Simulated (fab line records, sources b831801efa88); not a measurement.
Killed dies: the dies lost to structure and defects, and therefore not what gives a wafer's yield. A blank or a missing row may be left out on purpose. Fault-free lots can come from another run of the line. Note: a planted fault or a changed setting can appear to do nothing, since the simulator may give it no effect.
Chamber matching + flow gf180mcu + GF_STI_CVD_23 on hdpcvd-02: 3 sister chambers
The step deposits SiO2, target thk 650 nm, time 108.3 s. 3 wafers are shown with their chamber, then 9 later ones without.

## WAFERS WITH THEIR CHAMBER
| wafer  | chamber | pressure-mtorr (mTorr) |
|--------|---------|------------------------|
| L635.1 | 0       | 6.004                  |
| L635.4 | 2       | 6.020                  |
| L635.6 | 1       | 5.999                  |

## WAFERS WITH NO CHAMBER GIVEN
| wafer  | pressure-mtorr (mTorr) |
|--------|------------------------|
| L636.2 | 5.985                  |
| L636.5 | 5.990                  |
| L636.6 | 6.009                  |
| L637.2 | 5.991                  |
| L637.3 | 5.996                  |
| L637.6 | 5.990                  |
| L639.1 | 6.002                  |
| L639.4 | 5.992                  |
| L639.6 | 5.988                  |

## THE CHAMBER EACH PASSED THROUGH
| wafer  | from the rows above          | in truth |
|--------|------------------------------|----------|
| L636.2 | can't be placed: 1 or 0      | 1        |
| L636.5 | can't be placed: 1 or 0      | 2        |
| L636.6 | can't be placed: 0 or 1 or 2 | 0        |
| L637.2 | can't be placed: 1 or 0      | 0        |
| L637.3 | can't be placed: 1 or 0      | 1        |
| L637.6 | can't be placed: 1 or 0      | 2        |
| L639.1 | can't be placed: 0 or 1 or 2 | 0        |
| L639.4 | can't be placed: 1 or 0      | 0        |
| L639.6 | can't be placed: 1 or 0      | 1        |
Correct placement for 0 of the 9. Unplaceable from these rows: 9, with the true chamber sitting among the candidates in 7. Number placed wrongly: 0.
How it was worked out, from the rows above alone: a wafer's distance from a chamber is the root of the sum, over the readings, of the square of ((its reading less the chamber's mean) divided by the reading's scatter). The wafer belongs to the nearest chamber; if the next one is less than 2 further off, it can't be placed. For every chamber, the mean is computed from those of its wafers that are shown. The scatter: root of mean squared gap, hidden wafer to nearest shown wafer, with one shown wafer a chamber.
